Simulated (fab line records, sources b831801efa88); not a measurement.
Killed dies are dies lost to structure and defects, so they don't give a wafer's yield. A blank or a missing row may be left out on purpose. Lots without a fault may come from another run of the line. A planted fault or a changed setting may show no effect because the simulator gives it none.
fab line records | flow sfq_line
record lots=15 wafers=42 last_day=77
route steps=325 shown I0@44
lots that met no fault: from a run of the same line without faults
start_h: hours from the record's first day to the start of the lot's first wafer shown | wait_h: hours since the lot's step before | " the same as in the row above | L1.1+2: a row that stands for several wafers | - no value, or no start given | * or withheld: withheld | < > ~ a bound
route shown NAME@n: a module of which the file shows steps, and the number in the route of the first | usual: mean/standard deviation of fault-free wafers | same: alike in all rows | chamber/n: place in a boat | sites: the reading at each site | _std_site: their standard deviation | _edge_site: outer sites' mean less inner sites' | radius_mm: how far each site lies from the wafer's centre | mask NAME#n: copy n | behind: the tool/chamber that last shaped the wafer | hold: why the lot was held/for how many hours/how that ended | device: the transistor (n, p or np) that didn't switch | end of line: the same wafers' tests at the end of the route | a step without rows: its recipe alone | killed: dies lost to structure and defects at the first sort, not the wafer's yield | map: a wafer's dies, x killed, . not, _ none there
set.NAME: the setting as run; set.NAME@STEP: as run at that earlier step | model.NAME: the simulator's own value behind a step, which no gauge read
steps of the route over a sample of lots; a table a step, a row a wafer
services: from which hour (start_h, from the record's first day; less than 0 if before it) a tool's chamber was out of use, for how many hours, and why
## steps
# step SFQ_TRILAYER_I0_CMP_CMP_028
# recipe material=SiO2 down_force_psi=3 platen_rpm=60 pad_velocity_m_s=0.94248
# usual edge_zone_pressure_frac=1.000/0.0051 motor_current_A=9.8/0.74 time_to_endpoint_s=216/8.2
# columns lot.wafer tool chamber start_h wait_h edge_zone_pressure_frac motor_current_A time_to_endpoint_s
L354.4 cmp-02 3 171.39 4.1 0.994 11.1 222
L354.2 " 2 172.89 5.7 0.995 9.9 218
L354.6 " 3 " " 0.994 10.9 220
L355.3 cmp-01 0 173.27 0.0 0.998 9.4 215
L355.1 " 1 " " 1.003 9.6 212
L355.6 " 1 175.77 2.5 1.001 9.2 209
L356.2 cmp-01 3 179.77 1.0 1.003 9.0 208
L356.1 " 0 " " 1.007 9.3 204
L356.6 " 3 181.77 2.9 0.997 9.0 223
L357.1 cmp-02 2 181.49 1.8 1.002 10.2 224
L357.5 " 0 182.49 2.8 1.007 9.4 189
L358.1 cmp-02 1 184.07 0.0 1.008 8.7 208
L358.3 " 0 185.57 1.5 0.997 9.4 185
L359.3 cmp-02 2 194.74 1.5 1.007 10.5 183
L359.5 " 2 196.74 3.5 1.006 10.2 192
L367.1 cmp-02 2 260.34 8.8 0.999 9.7 226
L367.6 " 2 262.34 10.7 1.007 10.1 230
L367.5 " 3 " " 0.995 11.9 216
L368.4 cmp-02 0 266.84 10.0 0.988 9.3 226
L368.1 " 1 " " 1.003 9.1 207
L368.5 " 0 268.84 12.0 0.997 9.5 220
L369.4 cmp-02 1 269.34 7.7 1.007 8.8 212
L369.2 " 2 " " 0.993 10.1 218
L369.3 " 0 270.84 9.3 1.005 9.7 209
L370.3 cmp-01 2 278.63 5.1 1.002 9.8 218
L370.5 " 2 280.63 7.1 1.006 10.1 222
L370.6 " 3 " " 1.002 9.5 202
L371.3 cmp-01 0 284.63 5.2 1.000 9.7 226
L371.2 " 2 285.63 6.2 0.998 10.2 233
L371.1 " 3 " " 0.999 9.5 211
L372.1 cmp-02 0 291.82 7.6 0.999 9.1 223
L372.2 " 1 " " 1.006 9.1 209
L372.5 " 1 294.32 10.0 0.998 9.1 203
L373.3 cmp-02 1 301.56 7.7 1.002 8.5 206
L373.2 " 3 302.56 8.7 1.007 11.6 220
L373.5 " 1 303.56 9.7 1.001 9.3 207
L374.1 cmp-01 3 303.13 5.7 1.001 9.3 206
L374.4 " 0 " " 0.996 9.4 224
L374.5 " 3 305.13 7.7 0.998 9.7 216
L375.4 cmp-01 1 313.13 7.3 0.992 9.1 217
L375.5 " 2 " " 0.998 9.8 221
L375.6 " 3 " " 0.990 9.6 219
# step SFQ_TRILAYER_I0_METRO_MEASURE_029
# usual thk_nm=200.2/1.4
# columns lot.wafer tool chamber start_h wait_h thk_nm
L354.2 film_metro-01 - 174.71 0.3 201.6
L354.4 " - " " 200.7
L354.6 " - " " 199.6
L355.1 film_metro-04 - 176.39 0.1 199.7
L355.3 " - " " 201.4
L355.6 " - " " 198.0
L356.1 film_metro-01 - 182.39 0.1 200.3
L356.2 " - " " 198.5
L356.6 " - " " 197.8
L357.1 film_metro-04 - 183.61 0.1 200.7
L357.5 " - " " 250.6
L358.1 film_metro-01 - 187.19 0.1 199.7
L358.3 " - " " 250.2
L359.3 film_metro-01 - 197.76 0.5 252.9
L359.5 " - " " 252.4
L367.1 film_metro-01 - 263.46 0.1 201.8
L367.5 " - " " 201.4
L367.6 " - " " 203.2
L368.1 film_metro-01 - 269.46 0.1 198.4
L368.4 " - " " 199.5
L368.5 " - " " 200.3
L369.2 film_metro-01 - 272.66 0.3 201.9
L369.3 " - " " 201.4
L369.4 " - " " 198.8
L370.3 film_metro-02 - 282.15 0.5 202.5
L370.5 " - " " 202.6
L370.6 " - " " 199.9
L371.1 film_metro-01 - 287.75 0.1 198.9
L371.2 " - " " 201.4
L371.3 " - " " 200.5
L372.1 film_metro-02 - 294.94 0.1 199.7
L372.2 " - " " 197.9
L372.5 " - " " 198.5
L373.2 film_metro-02 - 304.38 0.3 199.7
L373.3 " - " " 198.3
L373.5 " - " " 199.3
L374.1 film_metro-04 - 305.75 0.1 199.2
L374.4 " - " " 201.2
L374.5 " - " " 200.0
L375.4 film_metro-01 - 315.35 0.6 200.3
L375.5 " - " " 201.9
L375.6 " - " " 198.5
# step SFQ_TRILAYER_I0_VIA_ETCH_VIA_ETCH_034
# recipe target=SiO2 stop_on=Nb mask_material=PR taper_deg=20 chemistry=CHF3 target_depth_nm=260 source_w=500 bias_w=80 pressure_mtorr=30 time_s=withheld
# usual drypump_motor_current_A=5.7/0.42 oes_product_au=0.855/0.0053
# columns lot.wafer tool chamber start_h wait_h drypump_motor_current_A oes_product_au
L354.2 rie_diel-04 2 233.48 0.0 5.9 0.859
L354.4 " 1 " " 5.8 0.857
L354.6 " 2 " " 5.8 0.853
L355.1 rie_diel-01 2 234.68 0.0 6.1 0.855
L355.3 " 0 " " 4.8 0.860
L355.6 " 3 " " 5.8 0.851
L356.1 rie_diel-01 3 239.48 0.0 5.7 0.858
L356.2 " 1 " " 5.8 0.850
L356.6 " 2 " " 6.1 0.852
L357.1 rie_diel-04 3 243.08 0.0 5.8 0.861
L357.5 " 1 " " 5.8 0.977
L358.1 rie_diel-04 2 248.63 0.0 5.8 0.851
L358.3 " 0 " " 5.7 0.974
L359.3 rie_diel-01 0 258.23 0.0 4.7 0.980
L359.5 " 0 " " 4.8 0.975
L367.1 rie_diel-02 1 332.48 0.0 6.1 0.858
L367.5 " 1 " " 6.2 0.860
L367.6 " 0 " " 6.0 0.856
L368.1 rie_diel-01 2 336.08 0.0 6.1 0.850
L368.4 " 3 " " 5.7 0.849
L368.5 " 0 " " 4.8 0.848
L369.2 rie_diel-01 0 339.68 0.0 4.7 0.855
L369.3 " 2 " " 6.1 0.867
L369.4 " 1 " " 5.8 0.851
L370.3 rie_diel-02 2 346.88 0.0 6.2 0.862
L370.5 " 0 " " 6.0 0.861
L370.6 " 3 " " 5.8 0.850
L371.1 rie_diel-01 2 351.68 0.0 6.1 0.846
L371.2 " 0 " " 4.8 0.859
L371.3 " 3 " " 5.7 0.856
L372.1 rie_diel-01 3 358.88 0.0 5.8 0.841
L372.2 " 1 " " 5.8 0.852
L372.5 " 3 " " 5.7 0.848
L373.2 rie_diel-02 1 370.88 0.0 6.1 0.849
L373.3 " 3 " " 5.8 0.843
L373.5 " 1 " " 6.1 0.852
L374.1 rie_diel-04 1 372.08 0.0 5.8 0.850
L374.4 " 0 " " 5.7 0.857
L374.5 " 0 " " 5.7 0.852
L375.4 rie_diel-01 3 379.34 0.1 5.7 0.856
L375.5 " 1 " " 5.8 0.863
L375.6 " 2 " " 6.1 0.850
## services
# columns tool chamber start_h hours kind
rie_diel-04 3 147.96 15.1 repair
film_metro-02 - 154.06 0.3 pm
cmp-01 - 158.91 4.6 pm
rie_diel-02 0 175.24 19.9 repair
rie_diel-01 1 177.23 4.8 repair
film_metro-02 - 186.51 1.5 pm
rie_diel-04 1 191.93 4.2 repair
cmp-01 - 210.11 1.1 repair
rie_diel-04 - 211.37 0.3 repair
film_metro-01 - 213.11 0.3 pm
film_metro-01 - 223.58 1.2 pm
cmp-01 - 227.31 6.3 pm
film_metro-01 - 227.53 5.6 pm
cmp-02 - 232.65 4.0 pm
film_metro-02 - 233.22 1.7 pm
rie_diel-04 - 250.12 0.1 repair
rie_diel-02 0 254.68 2.2 repair
rie_diel-02 2 278.05 6.3 repair
cmp-02 - 278.34 10.5 pm
rie_diel-01 3 278.63 8.8 repair
film_metro-01 - 301.96 1.3 pm
rie_diel-04 - 311.40 1.0 repair
film_metro-01 - 332.82 0.3 pm
rie_diel-04 - 377.89 2.8 pm
## key
first_sign step=SFQ_TRILAYER_I0_CMP_CMP_028 reading=time_to_endpoint_s direction=down sigmas=3.5 usual=* struck=*
effect step=SFQ_TRILAYER_I0_METRO_MEASURE_029 reading=thk_nm direction=up sigmas=37 usual=200.2 struck=251.5
effect step=SFQ_TRILAYER_I0_VIA_ETCH_VIA_ETCH_034 reading=oes_product_au direction=up sigmas=23 usual=0.855 struck=0.976
met_at SFQ_TRILAYER_I0_CMP_CMP_028
struck_lots L357,L358,L359
struck_wafers L357.5,L358.3,L359.3,L359.5
fault kind=process_parameter_drift tool=cmp-02 chamber=- onset_h=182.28 steps=SFQ_TRILAYER_I0_CMP_CMP_028 channel=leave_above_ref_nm offset=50 shape=step end_h=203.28 scope=struck_wafers_only acts_in=these_recipes_only stated=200
